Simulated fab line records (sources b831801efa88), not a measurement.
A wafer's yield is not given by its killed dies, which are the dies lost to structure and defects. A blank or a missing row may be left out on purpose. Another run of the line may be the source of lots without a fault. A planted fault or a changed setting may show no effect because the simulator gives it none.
The same fault as seen by 2 desks || flow sky130 || every desk sees just its own numbers, and what lay behind them comes last

== THE TOOL OWNER'S DESK: hdpcvd-02 ==
The tool's own readings at SKY_CONTACT_HDPCVD_02 (deposits SiO2, target thk 565 nm, time 94.2 s): means of the sampled wafers that have a number, for each lot that ran on this tool. Marked OUT: a lot whose mean sits more than 4 standard deviations from the usual mean, which makes it out of limits; the brackets give that distance.
Columns: A = sih4FlowSccm at SKY_CONTACT_HDPCVD_02, usual 60.02 sccm
{"lot": "L606", "first seen here": "day 31 16:14", "A": 59.86}
{"lot": "L609", "first seen here": "day 31 16:44", "A": 59.99}
{"lot": "L610", "first seen here": "day 31 17:03", "A": 60.13}
{"lot": "L623", "first seen here": "day 38 06:41", "A": 60.06}
{"lot": "L626", "first seen here": "day 38 08:33", "A": "67.94 (+47) OUT"}
{"lot": "L628", "first seen here": "day 38 09:53", "A": "64.08 (+24) OUT"}
This desk's verdict: out of limits on L626, L628, starting with L626 at day 38 08:33 (sih4FlowSccm at SKY_CONTACT_HDPCVD_02). L606, L609, L610, L623: within limits.

== METROLOGY DESK ==
Lot by lot, what the gauges showed, no matter which tool ran the lot: averages of those sampled wafers that carry a number. Marked OUT: a lot whose mean sits more than 4 standard deviations from the usual mean, which makes it out of limits; the brackets give that distance.
Columns: A = LI_CONTACT_W_RS at SKY_LI_CONTACT_RS_MEAS_22, usual 0.2838 ohm/sq; B = CONTACT_HDPCVD_THK at SKY_CONTACT_THK_MEAS_03, usual 566 nm
{"lot": "L606", "first seen here": "day 30 09:29", "A": 0.2800, "B": 564}
{"lot": "L611", "first seen here": "day 30 10:26", "A": 0.2833, "B": 566}
{"lot": "L609", "first seen here": "day 30 10:55", "A": 0.2821, "B": 566}
{"lot": "L612", "first seen here": "day 30 11:55", "A": 0.2808, "B": 565}
{"lot": "L610", "first seen here": "day 30 11:56", "A": 0.2840, "B": 565}
{"lot": "L614", "first seen here": "day 31 20:51", "A": 0.2837, "B": 564}
{"lot": "L616", "first seen here": "day 32 07:44", "A": 0.2835, "B": 564}
{"lot": "L627", "first seen here": "day 37 04:41", "A": 0.2860, "B": 563}
{"lot": "L623", "first seen here": "day 37 04:59", "A": 0.2873, "B": 573}
{"lot": "L626", "first seen here": "day 37 06:45", "A": 0.2868, "B": "646 (+14) OUT"}
{"lot": "L628", "first seen here": "day 37 07:36", "A": 0.2846, "B": "603 (+6.6) OUT"}
This desk finds L626, L628 out of limits, with the earliest case on L626 at day 38 08:38 (CONTACT_HDPCVD_THK at SKY_CONTACT_THK_MEAS_03). L606, L611, L609, L612, L610, L614, L616, L627, L623: within limits.

== ALL TOGETHER ==
The tool owner's desk could have raised an alarm at day 38 08:33, on L626, L628.
An alarm was possible from the metrology desk at day 38 08:38, on L626, L628.
Every lot named ran SKY_CONTACT_HDPCVD_02 on hdpcvd-02.

== WHAT THE SIMULATOR HAD PUT IN ==
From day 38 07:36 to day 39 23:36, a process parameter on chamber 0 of hdpcvd-02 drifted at SKY_CONTACT_HDPCVD_02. Setting sih4FlowSccm, moved by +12, from 60. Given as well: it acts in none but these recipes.
Shown lots that were struck: L626, L628.
Counting hours from when the fault started, the first reading out of limits came at 1 for the tool owner's desk and at 1 for the metrology desk.
